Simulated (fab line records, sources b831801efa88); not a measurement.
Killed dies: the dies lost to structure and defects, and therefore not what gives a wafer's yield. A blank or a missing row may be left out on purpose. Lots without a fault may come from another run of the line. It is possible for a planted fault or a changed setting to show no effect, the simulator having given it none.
Matching of chambers || flow sky130 || SKY_LI_CONTACT_ETCH_15 on rie diel-01: 4 sister chambers
The step etches PSG in C4F8/O2/Ar, stops on Si, target depth 600 nm. 8 wafers are shown with their chamber, then 7 later ones without.

## EACH WAFER AND ITS CHAMBER
{"wafer": "L074.6", "chamber": 3, "oes product au (a.u.)": 0.840}
{"wafer": "L082.1", "chamber": 1, "oes product au (a.u.)": 0.826}
{"wafer": "L082.2", "chamber": 2, "oes product au (a.u.)": 0.836}
{"wafer": "L087.1", "chamber": 0, "oes product au (a.u.)": 0.835}
{"wafer": "L087.3", "chamber": 2, "oes product au (a.u.)": 0.837}
{"wafer": "L087.6", "chamber": 0, "oes product au (a.u.)": 0.832}
{"wafer": "L089.3", "chamber": 1, "oes product au (a.u.)": 0.840}
{"wafer": "L089.4", "chamber": 3, "oes product au (a.u.)": 0.836}

## WAFERS MISSING THEIR CHAMBER
{"wafer": "L089.5", "oes product au (a.u.)": 0.832}
{"wafer": "L092.2", "oes product au (a.u.)": 0.829}
{"wafer": "L092.3", "oes product au (a.u.)": 0.842}
{"wafer": "L092.4", "oes product au (a.u.)": 0.840}
{"wafer": "L095.2", "oes product au (a.u.)": 0.834}
{"wafer": "L095.4", "oes product au (a.u.)": 0.842}
{"wafer": "L095.5", "oes product au (a.u.)": 0.837}

## CHAMBER TAKEN BY EACH
{"wafer": "L089.5", "from the rows above": "can't be placed: 1 or 0 or 2 or 3", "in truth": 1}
{"wafer": "L092.2", "from the rows above": "can't be placed: 1 or 0 or 2 or 3", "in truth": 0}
{"wafer": "L092.3", "from the rows above": "can't be placed: 3 or 2 or 0 or 1", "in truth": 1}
{"wafer": "L092.4", "from the rows above": "can't be placed: 3 or 2 or 0 or 1", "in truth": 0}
{"wafer": "L095.2", "from the rows above": "can't be placed: 0 or 1 or 2 or 3", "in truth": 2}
{"wafer": "L095.4", "from the rows above": "can't be placed: 3 or 2 or 0 or 1", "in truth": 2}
{"wafer": "L095.5", "from the rows above": "can't be placed: 2 or 3 or 0 or 1", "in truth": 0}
Correctly placed: 0 of 7. From these rows, 7 cannot be placed; in 7 the true chamber is one of the candidates. Number placed wrongly: 0.
How it was worked out, from the rows above alone: a wafer's distance from a chamber is the root of the sum, over the readings, of the square of ((its reading less the chamber's mean) divided by the reading's scatter). If the next closest chamber is less than 2 further off than the closest, the wafer can't be placed; otherwise it belongs to the closest. A chamber's mean is the mean of its shown wafers. The scatter: the root of (the sum of the squares of (reading less its chamber's mean) over the shown wafers, divided by (wafers less chambers)).
